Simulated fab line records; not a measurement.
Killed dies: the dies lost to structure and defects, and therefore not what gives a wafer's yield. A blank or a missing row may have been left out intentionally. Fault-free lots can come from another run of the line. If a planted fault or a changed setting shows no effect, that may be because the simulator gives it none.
Struck lot and sound lot, side by side	flow sky130	44 steps out of a route of 708
Sound: these wafers, L718.1, L718.4, L718.6. Struck: wafer L731.1. (L731.5 of the same lot was not struck and is left out.) The cause comes at the end.
For every step that has rows: the tool of each side, followed by ch and its chambers, followed by its first start. Under that, the readings that differ: sound wafers	struck wafers	difference of the means	sigmas: that difference in standard deviations of wafers without a fault.
alike: readings whose means differ by less than 2 such deviations, and words and numbers that are the same on both sides. not compared: withheld readings, readings that some wafer has no value for, bounds like >300 that may hide the same value, and numbers for which the record gives no deviation and whose values overlap.
Wherever a step has rows on one side only, a row that says differs or no value, or a row with sigmas, the two part there. When numbers do not overlap yet have no deviation, they are printed without sigmas and do not part them. A reading that every wafer of one side lacks parts them only if that side has two wafers or more.

SKY_SONOS_ONO_THK_MEAS_03:
  struck on film_metro-04, day 19 10:14; sound on film_metro-01, day 14 13:56
  alike: SONOS_ONO_CVD_02_THK
then, 1 step without rows for these wafers: SKY_SONOS_ONO_CVD_04 (deposits SiO2 from SiH4/N2O, target thk 5.7199 nm).
SKY_SONOS_ONO_THK_MEAS_05:
  struck on film_metro-03, day 19 11:33; sound on film_metro-03, day 14 15:15
  alike: SONOS_ONO_CVD_04_THK
then, 7 steps without rows for these wafers: SKY_SONOS_ONO_DEHYDRATE_06 (time 60 s); SKY_SONOS_ONO_HMDS_07 (prime time 60 s); SKY_SONOS_ONO_COAT_08 (resist thk 1140 nm); SKY_SONOS_ONO_SOFTBAKE_09 (time 60 s); SKY_SONOS_ONO_EXPOSE_10 (exposes mask ONOM, target cd 410 nm); SKY_SONOS_ONO_PEB_11; SKY_SONOS_ONO_DEVELOP_12 (develop time 60 s).
SKY_SONOS_ONO_CD_MEAS_13: the cd target is 410 nm.
  struck on cd_sem-02, day 20 18:14; sound on cd_sem-02, day 15 17:59
  alike: cd_nm
SKY_SONOS_ONO_OVL_MEAS_14:
  struck on overlay-02, day 20 18:21; sound on overlay-01, day 15 18:06
  alike: SONOS_ONO_OVL
SKY_SONOS_ONO_ETCH_15: etches the open film in CHF3/O2, target depth 19.52 nm, time 7.8 s.
  sound on rie_diel-01 ch 0,1,3, day 15 18:08; struck on rie_diel-03 ch 3, day 20 18:23
reading	sound	struck	difference	sigmas
oes_product_au (a.u.)	1.000 0.998 1.004	1.426	+0.425	+44
throttle_valve_pct (%)	8.821 8.830 8.839	8.923	+0.093	+10
model.SONOS_ONO.feature_depth_nm (nm)	19.45 19.38 19.53	32.72	+13.27	
model.etch.depth_nm (nm)	19.45 19.38 19.53	32.72	+13.27	
model.NOVOLAK_of_SONOS_ONO_COAT_08.thk_nm (nm)	1123 1121 1124	1109	-14	
  alike: drypump_motor_current_A
  not compared: rf_hours_counter_h
then, 1 step without rows for these wafers: SKY_SONOS_ONO_WET_ETCH_16 (etches SiO2 in dHF, target depth 14 nm, time 280 s).
SKY_SONOS_ONO_STRIP_17: strips in O2/N2.
  sound on plasma_asher-04 ch 0,1, day 15 18:15; struck on plasma_asher-01 ch 0, day 20 18:30
reading	sound	struck	difference	sigmas
drypump_motor_current_A (A)	5.2 5.5 5.2	6.5	+1.2	+2
strip_time_to_endpoint_s (s)	14.08 14.05 14.11	13.93	-0.15	-4
  alike: oes_product_au
  not compared: rf_hours_counter_h
then, 3 steps without rows for these wafers: SKY_SONOS_ONO_WET_ETCH_18 (etches Si3N4 in H3PO4, target depth 15 nm, time 172 s); SKY_GATE_OXIDE_CLEAN_00 (cleans in SC1/SC2, time 150 s); SKY_GATE_OXIDE_OXIDATION_01 (stabilise 600 s, purge 300 s, target thk 10.268 nm).
SKY_GATE_OXIDE_THK_MEAS_02:
  struck on film_metro-02, day 20 21:26; sound on film_metro-02, day 15 19:52
  alike: GATE_OXIDE_OXIDATION_00_THK
then, 7 steps without rows for these wafers: SKY_GATE_OXIDE_DEHYDRATE_03 (time 60 s); SKY_GATE_OXIDE_HMDS_04 (prime time 60 s); SKY_GATE_OXIDE_COAT_05 (resist thk 1140 nm); SKY_GATE_OXIDE_SOFTBAKE_06 (time 60 s); SKY_GATE_OXIDE_EXPOSE_07 (exposes mask LVOM, target cd 600 nm); SKY_GATE_OXIDE_PEB_08; SKY_GATE_OXIDE_DEVELOP_09 (develop time 60 s).
SKY_GATE_OXIDE_OVL_MEAS_10:
  struck on overlay-01, day 22 04:04; sound on overlay-01, day 17 00:19
  alike: GATE_OXIDE_OVL
then, 2 steps without rows for these wafers: SKY_GATE_OXIDE_IMPLANT_11; SKY_GATE_OXIDE_WET_ETCH_12 (etches SiO2 in dHF, target depth 16.8 nm, time 336 s).
SKY_GATE_OXIDE_STRIP_13: strips in O2/N2.
  sound on plasma_asher-03 ch 1, day 17 00:37; struck on plasma_asher-02 ch 1, day 22 04:22
  alike: drypump_motor_current_A, oes_product_au, strip_time_to_endpoint_s
  not compared: rf_hours_counter_h
SKY_GATE_OXIDE_TW_MEAS_14:
  struck on film_metro-03, day 22 04:28; sound on film_metro-02, day 17 00:43
  alike: GATE_OXIDE_TW
then, 3 steps without rows for these wafers: SKY_GATE_OXIDE_CLEAN_15 (cleans in SC1/SC2, time 150 s); SKY_GATE_OXIDE_OXIDATION_16 (stabilise 600 s, purge 300 s, target thk 3.57 nm); SKY_POLY_GATE_CVD_00 (deposits poly-Si, target thk 180 nm, time 720 s).
SKY_POLY_GATE_THK_MEAS_01:
  struck on film_metro-04, day 22 07:18; sound on film_metro-04, day 17 03:33
  alike: POLY_GATE_CVD_00_THK
then, 7 steps without rows for these wafers: SKY_RES_PROTECT_DEHYDRATE_00 (time 60 s); SKY_RES_PROTECT_HMDS_01 (prime time 60 s); SKY_RES_PROTECT_COAT_02 (resist thk 1140 nm); SKY_RES_PROTECT_SOFTBAKE_03 (time 60 s); SKY_RES_PROTECT_EXPOSE_04 (exposes mask RPM, target cd 1270 nm); SKY_RES_PROTECT_PEB_05; SKY_RES_PROTECT_DEVELOP_06 (develop time 60 s).
-- the record jumps here: 13 days lie between the struck wafers' starts before and after (it left off in module RES_PROTECT and takes up again in module SALICIDE, whose first step shown is number 361 of the route) --
SKY_SALICIDE_CLEAN_00: cleans in HF-last, time 30 s.
  sound on wet_bench-04 ch 1, day 30 23:07; struck on wet_bench-03 ch 3, day 35 11:49
reading	sound	struck	difference	sigmas
model.SiO2_of_FIELD_ISO_CVD_24.thk_nm (nm)	359.8 358.6 360.8	355.8	-3.9	
-- the record jumps here: 16 days lie between the struck wafers' starts before and after (it left off in module SALICIDE and takes up again in module PAD_OPEN, whose first step shown is number 708 of the route) --
SKY_PAD_OPEN_PROBE_99:
  struck on prober-02, day 51 01:19; sound on prober-01, day 47 22:20
reading	sound	struck	difference	sigmas
killed_at_other	0 1 1	3	+2	+4
model.etest.cap_poly_to_well.c_af_um2	92.24 88.93 90.86	96.06	+5.38	
model.etest.field_n.vt_v (V)	36.38 35.67 36.31	33.71	-2.41	
model.etest.sram_nfet_pass.off_log10_a_um	-12.91 -12.52 -12.78	-12.28	+0.46	
  alike: killed_at_M0_to_M3, killed_at_M4_up, killed_at_contacts, killed_at_front_end, killed_dies, killed_open, killed_short
  not compared: model.etest.cap_li_to_poly.c_af_um2

WHERE THEY PART
Earliest at SKY_SONOS_ONO_ETCH_15; latest, in this record, at SKY_PAD_OPEN_PROBE_99.

WHY: what the simulator had put in
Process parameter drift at SKY_SONOS_ONO_ETCH_15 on rie_diel-03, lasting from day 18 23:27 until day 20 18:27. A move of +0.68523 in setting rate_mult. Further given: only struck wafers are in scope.
